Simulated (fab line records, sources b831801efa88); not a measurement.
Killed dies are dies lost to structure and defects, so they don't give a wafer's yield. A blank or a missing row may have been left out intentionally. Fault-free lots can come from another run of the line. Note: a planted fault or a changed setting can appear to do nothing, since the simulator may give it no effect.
Chamber matching + flow sky130 + SKY_POLY_GATE_ETCH_15 on rie-diel-04: 4 sister chambers
The step etches BARC in N2/H2, stops on SiO2, time 118.5 s, target depth 110 nm. 16 wafers are shown with their chamber, then 8 later ones without.

EACH WAFER AND ITS CHAMBER
| wafer  | chamber | drypump-motor-current-A (A) | chamber-pressure-mTorr (mTorr) | throttle-valve-pct (%) |
|--------|---------|-----------------------------|--------------------------------|------------------------|
| L434.1 | 0       | 6.5                         | 30.064                         | 13.212                 |
| L434.3 | 3       | 6.1                         | 30.029                         | 13.229                 |
| L434.4 | 2       | 5.0                         | 29.989                         | 13.199                 |
| L440.1 | 3       | 6.1                         | 29.968                         | 13.209                 |
| L440.2 | 1       | 5.1                         | 30.002                         | 13.205                 |
| L440.4 | 2       | 5.0                         | 29.986                         | 13.208                 |
| L445.3 | 1       | 5.1                         | 29.951                         | 13.196                 |
| L445.5 | 0       | 6.5                         | 29.962                         | 13.214                 |
| L445.6 | 3       | 6.1                         | 29.959                         | 13.213                 |
| L446.2 | 2       | 5.0                         | 30.041                         | 13.217                 |
| L446.4 | 3       | 6.1                         | 30.020                         | 13.204                 |
| L446.6 | 2       | 5.0                         | 30.032                         | 13.208                 |
| L447.2 | 2       | 5.0                         | 30.019                         | 13.208                 |
| L447.3 | 1       | 5.1                         | 29.975                         | 13.216                 |
| L447.5 | 1       | 5.1                         | 29.986                         | 13.223                 |
| L452.1 | 0       | 6.4                         | 30.013                         | 13.227                 |

SIGNATURES, as means of the wafers listed above
| reading                 | chamber 0 | chamber 1 | chamber 2 | chamber 3 | scatter within a chamber |
|-------------------------|-----------|-----------|-----------|-----------|--------------------------|
| drypump-motor-current-A | 6.467     | 5.100     | 5.000     | 6.100     | 0.0236                   |
| chamber-pressure-mTorr  | 30.01300  | 29.97850  | 30.01340  | 29.99400  | 0.0327                   |
| throttle-valve-pct      | 13.21767  | 13.21000  | 13.20800  | 13.21375  | 0.00945                  |
Rule: distance of a wafer from a chamber = root of the sum over the readings of ((wafer's reading minus chamber's mean) / reading's scatter) squared. If the next closest chamber is less than 2 further off than the closest, the wafer can't be placed; otherwise it belongs to the closest. The scatter: the root of (the sum of the squares of (reading less its chamber's mean) over the shown wafers, divided by (wafers less chambers)).

WAFERS WHOSE CHAMBER IS MISSING
| wafer  | drypump-motor-current-A (A) | chamber-pressure-mTorr (mTorr) | throttle-valve-pct (%) |
|--------|-----------------------------|--------------------------------|------------------------|
| L452.2 | 6.1                         | 29.999                         | 13.208                 |
| L452.6 | 5.2                         | 29.969                         | 13.223                 |
| L455.1 | 5.1                         | 29.990                         | 13.201                 |
| L455.3 | 6.1                         | 29.987                         | 13.204                 |
| L455.6 | 5.0                         | 29.981                         | 13.203                 |
| L456.2 | 5.0                         | 29.998                         | 13.218                 |
| L456.4 | 5.2                         | 29.964                         | 13.222                 |
| L456.6 | 6.1                         | 30.044                         | 13.216                 |

CHAMBER TAKEN BY EACH
| wafer  | from the rows above | in truth |
|--------|---------------------|----------|
| L452.2 | 3                   | 3        |
| L452.6 | 1                   | 1        |
| L455.1 | 1                   | 1        |
| L455.3 | 3                   | 3        |
| L455.6 | 2                   | 2        |
| L456.2 | 2                   | 2        |
| L456.4 | 1                   | 1        |
| L456.6 | 3                   | 3        |
8 of 8 placed correctly. Number that these rows cannot place: 0. 0 placed wrongly.
